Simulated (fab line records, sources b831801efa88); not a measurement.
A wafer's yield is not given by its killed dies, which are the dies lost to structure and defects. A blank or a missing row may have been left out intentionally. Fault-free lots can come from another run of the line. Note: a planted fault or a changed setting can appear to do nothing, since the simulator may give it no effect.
Comparing a struck lot with a sound one ; flow sky130 ; 36 out of 708 route steps
Sound: these wafers, L875.1, L875.3, L875.6. Struck: wafer L884.6 (L884.2, L884.5, from the same lot, were not struck and are left out); the cause is given at the end.
Per side, at each step with rows, come the tool, then ch with its chambers, and then its first start. Under that, the readings that differ: sound wafers ; struck wafers ; difference of the means ; sigmas: that difference in standard deviations of wafers without a fault.
alike: readings with means less than 2 such deviations apart, plus words and numbers identical on both sides. not compared: withheld readings, readings lacking a value on some wafer, bounds such as >300 that could conceal the same value, and numbers that have no deviation in the record and whose values overlap.
The two part at a step that has a row with sigmas, a row that says differs or no value, or rows on one side only. When numbers do not overlap yet have no deviation, they are printed without sigmas and do not part them. Lack of a reading on every wafer of one side parts them only where that side has two or more wafers.

first, 10 steps without rows for these wafers: SKY_POLY_CUT_ETCH_10 (etches BARC in N2/H2, stops on SiO2, time 45.9 s, target depth 60 nm); SKY_POLY_CUT_ETCH_11 (etches Si3N4 in CF4/CH2F2/Ar, stops on poly-Si, time 42.5 s, target depth 60 nm); SKY_POLY_CUT_STRIP_12 (strips in O2/N2); SKY_SD_P_DEHYDRATE_00 (time 60 s); SKY_SD_P_HMDS_01 (prime time 60 s); SKY_SD_P_COAT_02 (resist thk 1140 nm); SKY_SD_P_SOFTBAKE_03 (time 60 s); SKY_SD_P_EXPOSE_04 (exposes mask PSDM, target cd 380 nm); SKY_SD_P_PEB_05; SKY_SD_P_DEVELOP_06 (develop time 60 s).
SKY_SD_P_IMPLANT_09:
  sound on implanter-02 ch 0, day 27 02:11; struck on implanter-02 ch 0, day 30 18:58
  alike: tiltDeg
SKY_SD_P_STRIP_10: strips in O2/N2.
  sound on plasmaAsher-02 ch 0, day 27 02:20; struck on plasmaAsher-01 ch 0, day 30 19:05
reading;sound;struck;difference;sigmas
oesProductAu (a.u.);0.612 0.627 0.618;0.628;+0.009;+2
stripTimeToEndpointS (s);17.58 17.59 17.55;17.10;-0.47;-13
  alike: drypumpMotorCurrentA
  not compared: rfHoursCounterH
SKY_SD_P_TW_MEAS_11:
  struck on filmMetro-04, day 30 19:12; sound on filmMetro-02, day 27 02:26
reading;sound;struck;difference;sigmas
SD_P_TW;2791 2796 2806;2735;-63;-3
then, 21 steps without rows for these wafers: SKY_RES_XHIGH_DEHYDRATE_00 (time 60 s); SKY_RES_XHIGH_HMDS_01 (prime time 60 s); SKY_RES_XHIGH_COAT_02 (resist thk 1140 nm); SKY_RES_XHIGH_SOFTBAKE_03 (time 60 s); SKY_RES_XHIGH_EXPOSE_04 (exposes mask URPM, target cd 1270 nm); SKY_RES_XHIGH_PEB_05; SKY_RES_XHIGH_DEVELOP_06 (develop time 60 s); SKY_RES_XHIGH_IMPLANT_07; SKY_RES_XHIGH_STRIP_08 (strips in O2/N2); SKY_SD_N_DEHYDRATE_00 (time 60 s); SKY_SD_N_HMDS_01 (prime time 60 s); SKY_SD_N_COAT_02 (resist thk 1140 nm); SKY_SD_N_SOFTBAKE_03 (time 60 s); SKY_SD_N_EXPOSE_04 (exposes mask NSDM, target cd 380 nm); SKY_SD_N_PEB_05; SKY_SD_N_DEVELOP_06 (develop time 60 s); SKY_SD_N_IMPLANT_09; SKY_SD_N_IMPLANT_10; SKY_SD_N_STRIP_11 (strips in O2/N2); SKY_SD_N_CLEAN_13 (cleans in SC1/SC2, time 150 s); SKY_SD_N_RTA_14 (time 2 s).
-- the record jumps here: 2 days lie between the struck wafers' starts before and after --
SKY_SD_N_RS_MEAS_17: the measuring method here is four-point-probe.
  struck on filmMetro-04, day 33 02:55; sound on filmMetro-02, day 29 12:12
reading;sound;struck;difference;sigmas
SD_P_RS (ohm/sq);147.5 147.8 147.0;151.0;+3.6;+11
-- record jumps: 16 days separate the struck wafers' starts on either side; left off in module SD_N, taken up again in module PAD_OPEN, whose first shown step is the route's number 708 --
SKY_PAD_OPEN_PROBE_99:
  struck on prober-02, day 49 12:18; sound on prober-02, day 46 22:22
reading;sound;struck;difference;sigmas
killedAtContacts;24 36 27;15;-14;-3
model.etest.liconHighPo.rcOhm;353.1 370.8 357.9;595.5;+234.9;
model.etest.resHighPo.lineOhmUm;753.4 755.3 739;984.8;+235.6;
model.etest.resPdiff.lineOhmUm;1408 1420 1409;1492;+80;
model.etest.resHighPo.rsOhmSqRange;5.88 5.985 6.423;87.84;+81.74;
model.etest.resHighPo.rsOhmSq;263.4 264.4 261.5;341.4;+78.3;
model.etest.liconPdiff.rcOhm;597.1 589.5 563.8;650.1;+66.6;
model.etest.resHighPo.rsOhmSqRimLessCentre;1.01 2.651 3.589;-30.77;-33.19;
  alike: killed_at_M0_to_M3, killed_at_M4_up, killedAtFrontEnd, killedAtOther, killedDies, killedOpen, killedShort
  not compared: model.etest.pfet_01v8.rOnOhmUm

## WHERE THEY PART
Earliest at SKY_SD_P_STRIP_10; latest, in this record, at SKY_PAD_OPEN_PROBE_99.

WHY: what the simulator had put in
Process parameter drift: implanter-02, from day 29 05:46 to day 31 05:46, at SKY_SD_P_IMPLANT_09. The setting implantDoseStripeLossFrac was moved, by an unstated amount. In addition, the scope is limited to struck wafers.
